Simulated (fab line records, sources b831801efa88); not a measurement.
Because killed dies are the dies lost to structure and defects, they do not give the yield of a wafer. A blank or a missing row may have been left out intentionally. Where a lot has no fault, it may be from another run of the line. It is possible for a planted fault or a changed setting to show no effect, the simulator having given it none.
Comparing a struck lot with a sound one -- flow gf180mcu -- 44 out of 602 route steps
Sound: these wafers, L529.3, L529.4, L529.5. Struck: wafers L541.2, L541.3, L541.6. Last of all comes the cause.
Per side, at each step with rows, come the tool, then ch with its chambers, and then its first start. Under that, the readings that differ: sound wafers -- struck wafers -- difference of the means -- sigmas: that difference in standard deviations of wafers without a fault.
alike: words and numbers the same on both sides, and readings whose means are apart by under 2 such deviations; not compared: readings that were withheld, readings missing a value for some wafer, numbers with overlapping values and no deviation given by the record, and bounds like >300 which may hide the same value.
Wherever a step has rows on one side only, a row that says differs or no value, or a row with sigmas, the two part there. When numbers do not overlap yet have no deviation, they are printed without sigmas and do not part them. A reading missing from all wafers of one side parts the sides only when that side holds two or more wafers.

first, 2 steps without rows for these wafers: GF_MVSD_IMPLANT_08; GF_MVSD_IMPLANT_09.
GF_MVSD_STRIP_10: strips in O2/N2.
  sound on plasma-asher-04 ch 0,1, day 4 09:57; struck on plasma-asher-02 ch 0, day 7 10:07
  alike: drypump-motor-current-A, heater-power-w, n2-flow-sccm, oes-product-au, strip-time-to-endpoint-s
  not compared: rf-hours-counter-h
GF_MVSD_TW_MEAS_11:
  sound: film-metro-04 at day 4 10:02; struck: film-metro-02 at day 7 10:14
  alike: MVSD_TW
then, 7 steps without rows for these wafers: GF_MVPSD_DEHYDRATE_00 (time 60 s); GF_MVPSD_HMDS_01 (prime time 60 s); GF_MVPSD_COAT_02 (resist thk 3000 nm); GF_MVPSD_SOFTBAKE_03; GF_MVPSD_EXPOSE_04 (exposes mask MVPSD, target cd 1000 nm); GF_MVPSD_PEB_05; GF_MVPSD_DEVELOP_06 (develop time 60 s).
GF_MVPSD_OVL_MEAS_07:
  sound: overlay-01 at day 5 00:20; struck: overlay-02 at day 8 01:32
  alike: MVPSD_OVL
GF_MVPSD_IMPLANT_08:
  sound on implanter-02 ch 0, day 5 00:25; struck on implanter-03 ch 0, day 8 01:55
after that, 1 step had no rows for these wafers: GF_MVPSD_IMPLANT_09.
GF_MVPSD_STRIP_10: strips in O2/N2.
  sound on plasma-asher-03 ch 0,1, day 5 00:42; struck on plasma-asher-03 ch 0,1, day 8 02:11
  alike: drypump-motor-current-A, heater-power-w, n2-flow-sccm, oes-product-au, strip-time-to-endpoint-s
  not compared: rf-hours-counter-h
GF_MVPSD_TW_MEAS_11:
  sound: film-metro-04 at day 5 00:47; struck: film-metro-02 at day 8 02:31
reading,sound,struck,difference,sigmas
MVPSD_TW,546 545 545,669 669 668,+123,+29
then, 7 steps without rows for these wafers: GF_VT_IMPLANT_DEHYDRATE_00 (time 60 s); GF_VT_IMPLANT_HMDS_01 (prime time 60 s); GF_VT_IMPLANT_COAT_02 (resist thk 1000 nm); GF_VT_IMPLANT_SOFTBAKE_03 (time 60 s); GF_VT_IMPLANT_EXPOSE_04 (exposes mask LVPWELL LV AREA, target cd 600 nm); GF_VT_IMPLANT_PEB_05; GF_VT_IMPLANT_DEVELOP_06 (develop time 60 s).
GF_VT_IMPLANT_OVL_MEAS_07:
  sound: overlay-01 at day 5 15:23; struck: overlay-02 at day 8 18:23
  alike: VT_IMPLANT_OVL
after that, 1 step had no rows for these wafers: GF_VT_IMPLANT_IMPLANT_08.
GF_VT_IMPLANT_STRIP_09: strips in O2/N2.
  sound on plasma-asher-02 ch 0,1, day 5 15:36; struck on plasma-asher-02 ch 0,1, day 8 18:34
  alike: drypump-motor-current-A, heater-power-w, n2-flow-sccm, oes-product-au, strip-time-to-endpoint-s
  not compared: rf-hours-counter-h
GF_VT_IMPLANT_TW_MEAS_10:
  sound: film-metro-04 at day 5 15:41; struck: film-metro-02 at day 8 18:41
  alike: VT_IMPLANT_TW
then, 7 steps without rows for these wafers: GF_VT_IMPLANT_DEHYDRATE_11 (time 60 s); GF_VT_IMPLANT_HMDS_12 (prime time 60 s); GF_VT_IMPLANT_COAT_13 (resist thk 1000 nm); GF_VT_IMPLANT_SOFTBAKE_14 (time 60 s); GF_VT_IMPLANT_EXPOSE_15 (exposes mask Nwell LV AREA, target cd 860 nm); GF_VT_IMPLANT_PEB_16; GF_VT_IMPLANT_DEVELOP_17 (develop time 60 s).
GF_VT_IMPLANT_OVL_MEAS_18:
  sound: overlay-02 at day 6 06:17; struck: overlay-02 at day 9 11:25
  alike: VT_IMPLANT_01_OVL
after that, 1 step had no rows for these wafers: GF_VT_IMPLANT_IMPLANT_19.
GF_VT_IMPLANT_STRIP_20: strips in O2/N2.
  sound on plasma-asher-01 ch 0,1, day 6 06:30; struck on plasma-asher-01 ch 0,1, day 9 11:36
  alike: drypump-motor-current-A, heater-power-w, n2-flow-sccm, oes-product-au, strip-time-to-endpoint-s
  not compared: rf-hours-counter-h
GF_VT_IMPLANT_TW_MEAS_21:
  sound: film-metro-02 at day 6 06:35; struck: film-metro-02 at day 9 11:43
  alike: VT_IMPLANT_2_TW
then, 4 steps without rows for these wafers: GF_VT_IMPLANT_DEHYDRATE_22 (time 60 s); GF_VT_IMPLANT_HMDS_23 (prime time 60 s); GF_VT_IMPLANT_COAT_24 (resist thk 1000 nm); GF_VT_IMPLANT_SOFTBAKE_25 (time 60 s).
GF_VT_IMPLANT_RS_MEAS_49: measurement is done with a four-point probe.
  sound: film-metro-01 at day 7 14:11; struck: film-metro-02 at day 11 01:17
reading,sound,struck,difference,sigmas
MVPSD_RS (ohm/sq),1167.2 1165.6 1165.0,823.9 824.4 824.3,-341.7,-99 or more
GF_PASSIVATION_PROBE_99:
  rows exist in the record for the sound wafers here (prober-02, day 29 00:29), none for the struck ones

## WHERE THEY PART
Earliest at GF_MVPSD_TW_MEAS_11; latest, in this record, at GF_PASSIVATION_PROBE_99.

WHY: the cause the simulator had injected
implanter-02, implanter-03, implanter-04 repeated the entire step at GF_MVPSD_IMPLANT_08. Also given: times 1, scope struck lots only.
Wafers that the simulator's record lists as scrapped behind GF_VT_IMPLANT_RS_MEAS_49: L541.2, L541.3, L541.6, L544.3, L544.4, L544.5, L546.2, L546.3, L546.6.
